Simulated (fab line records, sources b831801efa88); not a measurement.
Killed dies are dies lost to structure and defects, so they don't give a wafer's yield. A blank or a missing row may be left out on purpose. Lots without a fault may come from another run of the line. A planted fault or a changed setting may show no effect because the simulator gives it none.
Which tool did it? | flow gf180mcu | 24 lots, 72 wafers sampled, at 6 steps of a route of 602

WHAT THE GAUGES READ, wafer by wafer
GF_PASSIVATION_THK_MEAS_01.
lot  | measured     | on            | PASSIVATION_CVD_00_THK (nm)
L074 | day 27 21:48 | film_metro-04 | 999 994 1018
L075 | day 28 02:16 | film_metro-04 | 985 1003 983
L076 | day 28 13:02 | film_metro-03 | 991 980 989
L077 | day 28 19:32 | film_metro-04 | 990 973 1006
L078 | day 29 05:22 | film_metro-02 | 973 988 990
L079 | day 29 11:26 | film_metro-02 | 997 994 1007
L080 | day 29 23:29 | film_metro-04 | 988 1016 991
L081 | day 30 09:32 | film_metro-02 | 985 991 1003
L082 | day 30 15:20 | film_metro-02 | 987 983 1005
L083 | day 30 22:41 | film_metro-04 | 990 1002 1012
L084 | day 31 04:35 | film_metro-04 | 992 1000 998
L085 | day 31 10:53 | film_metro-04 | 994 1000 1008
L086 | day 31 18:19 | film_metro-04 | 969 994 1004
L087 | day 32 01:37 | film_metro-04 | 965 997 990
L088 | day 32 10:12 | film_metro-03 | 993 1000 991
L089 | day 32 18:13 | film_metro-02 | 985 1002 1016
L090 | day 32 23:27 | film_metro-03 | 996 983 1003
L091 | day 33 03:31 | film_metro-02 | 987 986 981
L092 | day 33 08:22 | film_metro-03 | 1006 981 1016
L093 | day 33 13:22 | film_metro-04 | 990 991 1001
L094 | day 33 14:36 | film_metro-03 | 1012 1023 998
L095 | day 33 22:59 | film_metro-02 | 969 991 1003
L097 | day 34 04:12 | film_metro-02 | 996 980 1002
L096 | day 34 07:31 | film_metro-04 | 981 1020 1003

GF_PASSIVATION_THK_MEAS_03.
lot  | measured     | on            | PASSIVATION_CVD_02_THK (nm)
L074 | day 27 22:09 | film_metro-02 | 690 694 703
L075 | day 28 02:37 | film_metro-04 | 685 699 707
L076 | day 28 13:23 | film_metro-02 | 680 695 707
L077 | day 28 19:53 | film_metro-03 | 683 678 691
L078 | day 29 05:43 | film_metro-02 | 698 699 697
L079 | day 29 11:47 | film_metro-04 | 689 691 702
L080 | day 29 23:50 | film_metro-02 | 684 697 698
L081 | day 30 09:54 | film_metro-02 | 705 692 703
L082 | day 30 15:41 | film_metro-03 | 680 681 695
L083 | day 30 23:11 | film_metro-04 | 682 703 690
L084 | day 31 05:05 | film_metro-04 | 692 693 703
L085 | day 31 11:14 | film_metro-04 | 699 706 705
L086 | day 31 18:40 | film_metro-04 | 689 699 702
L087 | day 32 01:58 | film_metro-04 | 704 713 698
L088 | day 32 10:34 | film_metro-04 | 696 687 704
L089 | day 32 18:34 | film_metro-04 | 688 705 699
L090 | day 32 23:48 | film_metro-04 | 695 704 709
L091 | day 33 03:52 | film_metro-02 | 708 708 706
L092 | day 33 08:43 | film_metro-03 | 695 689 697
L093 | day 33 13:43 | film_metro-02 | 692 705 694
L094 | day 33 14:57 | film_metro-02 | 686 703 709
L095 | day 33 23:20 | film_metro-04 | 702 696 707
L097 | day 34 04:33 | film_metro-03 | 681 702 692
L096 | day 34 07:52 | film_metro-04 | 691 688 696

WHICH TOOL RAN EACH LOT (tool, then ch and the chambers of the sampled wafers, then the start)
lot  | GF_MIM_CVD_05                   | GF_V5_CVD_02                    | GF_TOP_METAL_SPUTTER_03      | GF_PASSIVATION_CVD_02
L074 | pecvd-04 ch 1,2, day 24 04:10   | pecvd-01 ch 0,1,2, day 26 01:31 | pvd_sputter-04, day 27 00:34 | pecvd-03 ch 0,2, day 27 21:51
L075 | pecvd-03 ch 0,1, day 24 10:58   | pecvd-04 ch 1,2, day 26 07:09   | pvd_sputter-04, day 27 05:58 | pecvd-03 ch 0,2, day 28 02:19
L076 | pecvd-03 ch 0,1, day 24 22:40   | pecvd-04 ch 0,2, day 26 18:04   | pvd_sputter-02, day 27 16:44 | pecvd-03 ch 1,2, day 28 13:06
L077 | pecvd-04 ch 1,2, day 25 05:17   | pecvd-01 ch 0,1, day 27 00:38   | pvd_sputter-03, day 27 22:53 | pecvd-02 ch 0,1, day 28 19:36
L078 | pecvd-03 ch 0,2, day 25 16:04   | pecvd-02 ch 0,1, day 27 10:50   | pvd_sputter-04, day 28 08:43 | pecvd-01 ch 0,1, day 29 05:25
L079 | pecvd-03 ch 0,1,2, day 25 22:44 | pecvd-04 ch 0,2, day 27 16:55   | pvd_sputter-04, day 28 15:37 | pecvd-03 ch 0,2, day 29 11:30
L080 | pecvd-02 ch 0,1,2, day 26 12:07 | pecvd-02 ch 1,2, day 28 05:56   | pvd_sputter-02, day 29 03:28 | pecvd-01 ch 1,2, day 29 23:32
L081 | pecvd-03 ch 0,1, day 27 01:01   | pecvd-02 ch 0,1, day 28 18:02   | pvd_sputter-02, day 29 14:04 | pecvd-03 ch 0,1,2, day 30 09:35
L082 | pecvd-03 ch 0,1,2, day 27 06:28 | pecvd-01 ch 0,1,2, day 28 22:56 | pvd_sputter-04, day 29 20:38 | pecvd-01 ch 0,2, day 30 15:23
L083 | pecvd-03 ch 0,1,2, day 27 14:58 | pecvd-01 ch 0,2, day 29 06:31   | pvd_sputter-04, day 30 03:43 | pecvd-01 ch 0, day 30 22:44
L084 | pecvd-02 ch 0,1,2, day 27 21:00 | pecvd-01 ch 0,2, day 29 12:46   | pvd_sputter-02, day 30 09:40 | pecvd-01 ch 0,1, day 31 04:39
L085 | pecvd-02 ch 0,2, day 28 05:25   | pecvd-04 ch 0,2, day 29 20:10   | pvd_sputter-03, day 30 16:07 | pecvd-03 ch 0,1,2, day 31 10:56
L086 | pecvd-04 ch 0,2, day 28 12:01   | pecvd-02 ch 0,1, day 30 03:42   | pvd_sputter-02, day 30 23:56 | pecvd-02 ch 0,2, day 31 18:23
L087 | pecvd-03 ch 0,1, day 28 20:55   | pecvd-02 ch 0,2, day 30 11:52   | pvd_sputter-02, day 31 07:26 | pecvd-02 ch 1,2, day 32 01:41
L088 | pecvd-04 ch 0,1, day 29 07:17   | pecvd-02 ch 0,1, day 30 21:26   | pvd_sputter-03, day 31 16:54 | pecvd-02 ch 0,2, day 32 10:16
L089 | pecvd-03 ch 0,1,2, day 29 15:25 | pecvd-01 ch 0,1, day 31 05:34   | pvd_sputter-03, day 32 01:11 | pecvd-02 ch 0,2, day 32 18:15
L090 | pecvd-04 ch 1,2, day 29 21:46   | pecvd-01 ch 0,1, day 31 11:22   | pvd_sputter-02, day 32 06:58 | pecvd-03 ch 1,2, day 32 23:31
L091 | pecvd-02 ch 1,2, day 30 01:01   | pecvd-01 ch 0,1, day 31 13:58   | pvd_sputter-03, day 32 10:15 | pecvd-03 ch 0,1,2, day 33 03:34
L092 | pecvd-03 ch 0,2, day 30 07:25   | pecvd-02 ch 0,1,2, day 31 20:22 | pvd_sputter-02, day 32 15:28 | pecvd-02 ch 0,1, day 33 08:25
L093 | pecvd-02 ch 1,2, day 30 14:07   | pecvd-04 ch 0,2, day 32 02:08   | pvd_sputter-03, day 32 20:58 | pecvd-02 ch 0,2, day 33 13:24
L094 | pecvd-03 ch 0,1,2, day 30 14:55 | pecvd-01 ch 0,1,2, day 32 03:13 | pvd_sputter-02, day 32 22:09 | pecvd-03 ch 0,1,2, day 33 14:40
L095 | pecvd-02 ch 0,2, day 30 23:37   | pecvd-02 ch 0,1,2, day 32 11:11 | pvd_sputter-03, day 33 06:10 | pecvd-01 ch 0,2, day 33 23:02
L097 | pecvd-04 ch 1,2, day 31 05:22   | pecvd-01 ch 0,1, day 32 16:43   | pvd_sputter-04, day 33 11:10 | pecvd-02 ch 0,2, day 34 04:15
L096 | pecvd-03 ch 0,1,2, day 31 10:02 | pecvd-01 ch 1,2, day 32 21:34   | pvd_sputter-03, day 33 15:18 | pecvd-02 ch 0,1, day 34 07:33
- GF_MIM_CVD_05: deposits Si3N4, target thk 42 nm, time 29.086 s.
- GF_V5_CVD_02: deposits SiO2 from TEOS, target thk 1450 nm, time 163.28 s.
- GF_TOP_METAL_SPUTTER_03: material Ti, target thk 5 nm, time 3.3 s.
- GF_PASSIVATION_CVD_02: deposits Si3N4, target thk 700 nm, time 486.18 s.

WHAT THE TOOLS THEMSELVES READ (means of the sampled wafers that have a number; where no wafer has one, the mark that the record gives instead)
GF_MIM_CVD_05.
lot  | tool     | heater_power_w (W) | susceptor_temp_C (C)
L074 | pecvd-04 | 673                | 384.73
L075 | pecvd-03 | 505                | 384.93
L076 | pecvd-03 | 569                | 385.02
L077 | pecvd-04 | 572                | 384.91
L078 | pecvd-03 | 530                | 385.12
L079 | pecvd-03 | 510                | 385.41
L080 | pecvd-02 | 624                | 385.03
L081 | pecvd-03 | 562                | 385.08
L082 | pecvd-03 | 489                | 384.88
L083 | pecvd-03 | 502                | 385.04
L084 | pecvd-02 | 638                | 384.98
L085 | pecvd-02 | 692                | 385.06
L086 | pecvd-04 | 653                | 385.13
L087 | pecvd-03 | 514                | 384.91
L088 | pecvd-04 | 566                | 385.08
L089 | pecvd-03 | 507                | 384.89
L090 | pecvd-04 | 707                | 384.95
L091 | pecvd-02 | 610                | 385.16
L092 | pecvd-03 | 553                | 384.98
L093 | pecvd-02 | 636                | 384.93
L094 | pecvd-03 | 502                | 384.89
L095 | pecvd-02 | 717                | 385.03
L097 | pecvd-04 | 735                | 384.93
L096 | pecvd-03 | 497                | 385.11

GF_V5_CVD_02.
lot  | tool     | heater_power_w (W) | susceptor_temp_C (C)
L074 | pecvd-01 | 723                | 400.15
L075 | pecvd-04 | 719                | 400.00
L076 | pecvd-04 | 727                | 400.11
L077 | pecvd-01 | 777                | 399.88
L078 | pecvd-02 | 702                | 399.97
L079 | pecvd-04 | 637                | 399.98
L080 | pecvd-02 | 663                | 400.05
L081 | pecvd-02 | 708                | 400.14
L082 | pecvd-01 | 733                | 400.07
L083 | pecvd-01 | 743                | 400.09
L084 | pecvd-01 | 723                | 400.08
L085 | pecvd-04 | 746                | 400.15
L086 | pecvd-02 | 631                | 400.03
L087 | pecvd-02 | 660                | 399.98
L088 | pecvd-02 | 688                | 399.97
L089 | pecvd-01 | 717                | 400.00
L090 | pecvd-01 | 748                | 399.98
L091 | pecvd-01 | 780                | 399.81
L092 | pecvd-02 | 677                | 400.06
L093 | pecvd-04 | 640                | 399.96
L094 | pecvd-01 | 776                | 400.26
L095 | pecvd-02 | 661                | 400.09
L097 | pecvd-01 | 789                | 399.81
L096 | pecvd-01 | 694                | 400.06

GF_TOP_METAL_SPUTTER_03.
lot  | tool           | cathode_dc_power_W (W) | throttle_valve_pct (%)
L074 | pvd_sputter-04 | 3000.3                 | 30.8
L075 | pvd_sputter-04 | 3000.2                 | 30.3
L076 | pvd_sputter-02 | 2999.8                 | 29.1
L077 | pvd_sputter-03 | 3000.5                 | 29.5
L078 | pvd_sputter-04 | 2999.3                 | 30.2
L079 | pvd_sputter-04 | 2999.6                 | 30.5
L080 | pvd_sputter-02 | 3000.5                 | 29.7
L081 | pvd_sputter-02 | 2999.9                 | 29.1
L082 | pvd_sputter-04 | 3000.3                 | 30.0
L083 | pvd_sputter-04 | 2999.9                 | 31.0
L084 | pvd_sputter-02 | 3000.0                 | 29.1
L085 | pvd_sputter-03 | 2999.9                 | 29.6
L086 | pvd_sputter-02 | 3000.6                 | 30.0
L087 | pvd_sputter-02 | 3000.2                 | 29.8
L088 | pvd_sputter-03 | 3000.2                 | 29.8
L089 | pvd_sputter-03 | 2999.8                 | 28.3
L090 | pvd_sputter-02 | 2999.9                 | 29.9
L091 | pvd_sputter-03 | 3000.6                 | 29.1
L092 | pvd_sputter-02 | 3000.6                 | 29.4
L093 | pvd_sputter-03 | 2999.6                 | 28.4
L094 | pvd_sputter-02 | 2999.7                 | 31.0
L095 | pvd_sputter-03 | 3000.2                 | 30.4
L097 | pvd_sputter-04 | 3000.0                 | 30.1
L096 | pvd_sputter-03 | 2999.7                 | 30.0

GF_PASSIVATION_CVD_02.
lot  | tool     | heater_power_w (W) | susceptor_temp_C (C)
L074 | pecvd-03 | 625                | 400.02
L075 | pecvd-03 | 606                | 399.96
L076 | pecvd-03 | 570                | 399.88
L077 | pecvd-02 | 684                | 399.66
L078 | pecvd-01 | 855                | 399.84
L079 | pecvd-03 | 607                | 399.79
L080 | pecvd-01 | 848                | 400.13
L081 | pecvd-03 | 541                | 399.93
L082 | pecvd-01 | 854                | 399.78
L083 | pecvd-01 | 829                | 400.17
L084 | pecvd-01 | 883                | 399.98
L085 | pecvd-03 | 602                | 399.95
L086 | pecvd-02 | 796                | 400.10
L087 | pecvd-02 | 677                | 400.01
L088 | pecvd-02 | 736                | 400.07
L089 | pecvd-02 | 723                | 400.03
L090 | pecvd-03 | 570                | 400.10
L091 | pecvd-03 | 598                | 400.00
L092 | pecvd-02 | 747                | 400.16
L093 | pecvd-02 | 698                | 400.04
L094 | pecvd-03 | 573                | 399.82
L095 | pecvd-01 | 767                | 399.97
L097 | pecvd-02 | 783                | 399.85
L096 | pecvd-02 | 753                | 400.19

THE ANSWER, worked out from the rows above alone
Rule: what is usual is taken from the lots themselves. Put in order of their means at a reading, lots are off if they are a third of the lots or fewer, leave a main group of 4 or more, and stand apart from it by a gap of 3 or more times the standard deviation of the main group's means; of several such gaps the widest counts. A main group whose means are all the same, to the digits that the tables above print for the reading, isn't used. A lot without any number at a reading at which 4 lots or more have one is off too. The other lots that the step has rows for count as sound. The gauges are gone through in route order, then the tools' own readings, and for those a lot's mean is taken as printed above. The first step at which some lot is off is used, and at that step the reading that is off furthest; a lot without a number counts as furthest.
No lot is off at any reading shown: from this, nothing can be told.

WHAT THE SIMULATOR HAD PUT IN
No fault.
